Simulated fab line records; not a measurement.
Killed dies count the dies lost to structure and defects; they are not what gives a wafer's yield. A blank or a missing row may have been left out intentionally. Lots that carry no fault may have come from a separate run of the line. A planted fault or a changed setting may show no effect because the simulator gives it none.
What tool caused it?    flow sky130    11 lots, 33 wafers sampled, at 5 steps of a route of 708

WHAT EACH GAUGE READ, for each wafer
SKY_FIELD_ISO_THK_MEAS_02.
lot   measured     on            FIELD_ISO_OXIDATION_00_THK (nm)
L101  day 1 11:38  filmMetro-02  12.38 12.31 12.40
L102  day 1 17:22  filmMetro-01  11.93 11.83 11.90
L103  day 1 21:38  filmMetro-02  12.03 11.86 12.02
L109  day 3 03:55  filmMetro-01  11.93 12.10 11.99
L112  day 3 18:38  filmMetro-02  12.05 12.12 12.10
L113  day 3 23:52  filmMetro-02  11.83 11.98 11.92
L115  day 4 11:52  filmMetro-02  12.08 12.28 12.30
L117  day 4 19:38  filmMetro-04  12.09 11.95 12.15
L119  day 5 05:38  filmMetro-01  12.19 12.05 12.19
L121  day 5 17:34  filmMetro-02  11.59 11.64 11.39
L124  day 6 06:55  filmMetro-02  11.74 11.88 11.80

SKY_DNWELL_TW_MEAS_09.
lot   measured     on            DNWELL_TW
L101  day 3 07:48  filmMetro-03  1106 1105 1113
L102  day 3 12:42  filmMetro-03  1106 1099 1112
L103  day 3 16:25  filmMetro-04  1117 1123 1118
L109  day 4 21:24  filmMetro-04  1117 1122 1116
L112  day 5 13:40  filmMetro-03  1101 1105 1105
L113  day 5 19:00  filmMetro-03  1105 1105 1103
L115  day 6 08:44  filmMetro-04  1124 1123 1124
L117  day 6 20:01  filmMetro-04  1119 1113 1108
L119  day 7 08:10  filmMetro-04  1122 1113 1117
L121  day 7 18:21  filmMetro-01  1102 1102 1096
L124  day 8 07:54  filmMetro-01  1106 1106 1102

SKY_NWELL_OVL_MEAS_23.
lot   measured      on          NWELL_01_OVL (nm)
L101  day 5 11:07   overlay-01  1.7 -0.4 1.5
L102  day 5 16:52   overlay-02  0.5 1.4 0.9
L103  day 5 19:04   overlay-02  1.1 1.9 1.9
L109  day 7 04:40   overlay-01  204.6 205.5 204.3
L112  day 7 21:58   overlay-02  205.6 206.3 205.5
L113  day 8 05:12   overlay-02  0.4 0.0 0.9
L115  day 8 21:10   overlay-01  0.4 -0.3 -1.3
L117  day 9 10:55   overlay-01  0.0 0.4 1.4
L119  day 10 00:33  overlay-02  0.9 2.5 -0.6
L121  day 10 12:22  overlay-01  -0.4 1.3 1.8
L124  day 11 02:12  overlay-01  1.3 -1.2 0.0

WHICH TOOL RAN EACH LOT (tool, then ch and the chambers of the sampled wafers, then the start)
lot   SKY_DNWELL_STRIP_08                 SKY_NWELL_EXPOSE_20
L101  plasmaAsher-02 ch 0,1, day 3 07:42  ilineStepper-02 ch 0, day 5 02:28
L102  plasmaAsher-04 ch 0,1, day 3 12:36  ilineStepper-02 ch 0, day 5 08:11
L103  plasmaAsher-04 ch 0,1, day 3 16:19  ilineStepper-02 ch 0, day 5 10:13
L109  plasmaAsher-02 ch 0,1, day 4 21:19  ilineStepper-02 ch 0, day 6 19:34
L112  plasmaAsher-02 ch 0,1, day 5 13:33  ilineStepper-02 ch 0, day 7 12:29
L113  plasmaAsher-01 ch 0,1, day 5 18:54  ilineStepper-01 ch 0, day 7 19:23
L115  plasmaAsher-02 ch 0,1, day 6 08:38  ilineStepper-01 ch 0, day 8 10:50
L117  plasmaAsher-04 ch 0,1, day 6 19:54  ilineStepper-01 ch 0, day 8 23:33
L119  plasmaAsher-01 ch 0,1, day 7 08:04  ilineStepper-01 ch 0, day 9 13:37
L121  plasmaAsher-02 ch 0,1, day 7 18:15  ilineStepper-01 ch 0, day 10 00:26
L124  plasmaAsher-01 ch 0,1, day 8 07:48  ilineStepper-01 ch 0, day 10 15:31
- SKY_DNWELL_STRIP_08: strips in O2/N2.
- SKY_NWELL_EXPOSE_20: exposes mask NWM COMPLEMENT, target cd 840 nm.

WHAT THE TOOLS THEMSELVES READ (means of the sampled wafers that have a number; where no wafer has one, the mark that the record gives instead)
SKY_DNWELL_STRIP_08.
lot   tool            drypumpMotorCurrentA (A)  n2FlowSccm (sccm)  o2FlowSccm (sccm)  oesProductAu (a.u.)  stripTimeToEndpointS (s)
L101  plasmaAsher-02  5.4                       299.2              3008               0.724                36.82
L102  plasmaAsher-04  5.9                       299.8              3005               0.721                36.80
L103  plasmaAsher-04  6.2                       300.2              2998               0.719                36.80
L109  plasmaAsher-02  5.7                       300.0              3008               0.725                36.73
L112  plasmaAsher-02  5.4                       300.5              2992               0.724                36.79
L113  plasmaAsher-01  6.0                       299.6              3002               0.718                36.99
L115  plasmaAsher-02  5.3                       300.4              3003               0.723                37.00
L117  plasmaAsher-04  5.9                       301.0              2987               0.718                36.93
L119  plasmaAsher-01  5.8                       300.4              2997               0.723                36.91
L121  plasmaAsher-02  5.7                       299.5              2992               0.725                37.03
L124  plasmaAsher-01  5.8                       301.0              3002               0.722                36.92

SKY_NWELL_EXPOSE_20.
lot   tool             stageVelMmS (mm/s)
L101  ilineStepper-02  499.85
L102  ilineStepper-02  500.03
L103  ilineStepper-02  500.26
L109  ilineStepper-02  500.12
L112  ilineStepper-02  499.92
L113  ilineStepper-01  500.11
L115  ilineStepper-01  500.10
L117  ilineStepper-01  500.14
L119  ilineStepper-01  500.09
L121  ilineStepper-01  499.83
L124  ilineStepper-01  500.13

THE ANSWER, worked out from the rows above alone
Rule: usual is defined by the lots themselves. The widest of any qualifying gaps counts: lots, ordered by their means at a reading, are off when they make up no more than a third of the lots, leave a main group of 4 or more, and stand apart from it by 3 or more times the standard deviation of that group's means. If all means in a main group match to the digits the tables above print for the reading, that group is not used. A lot without any number at a reading at which 4 lots or more have one is off too. The other lots that the step has rows for count as sound. After the gauges, taken in route order, come the tools' own readings; for these a lot's mean is taken, as printed above. The first step at which some lot is off is used, and at that step the reading that is off furthest; a lot without a number counts as furthest.
Off: at SKY_NWELL_OVL_MEAS_23 (NWELL_01_OVL), L109, L112. The main group: mean 0.7 nm, standard deviation 0.56.
If a tool, at a process step before that reading, ran all the lots that are off and no sound lot after the first of them, it fits. Those tools and the gauges at SKY_NWELL_OVL_MEAS_23 are tried in the same way. One candidate fits, namely ilineStepper-02 at SKY_NWELL_EXPOSE_20. A fault onset in the window from L103 (day 5 10:13, its last sound lot) to L109 (day 6 19:34, its first lot off) fits.

WHAT THE SIMULATOR PUT IN
Scanner matching overlay: ilineStepper-02, from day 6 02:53 on, at SKY_NWELL_EXPOSE_20. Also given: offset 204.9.
Shown lots that were struck: L109, L112. This agrees with what the rule above found.
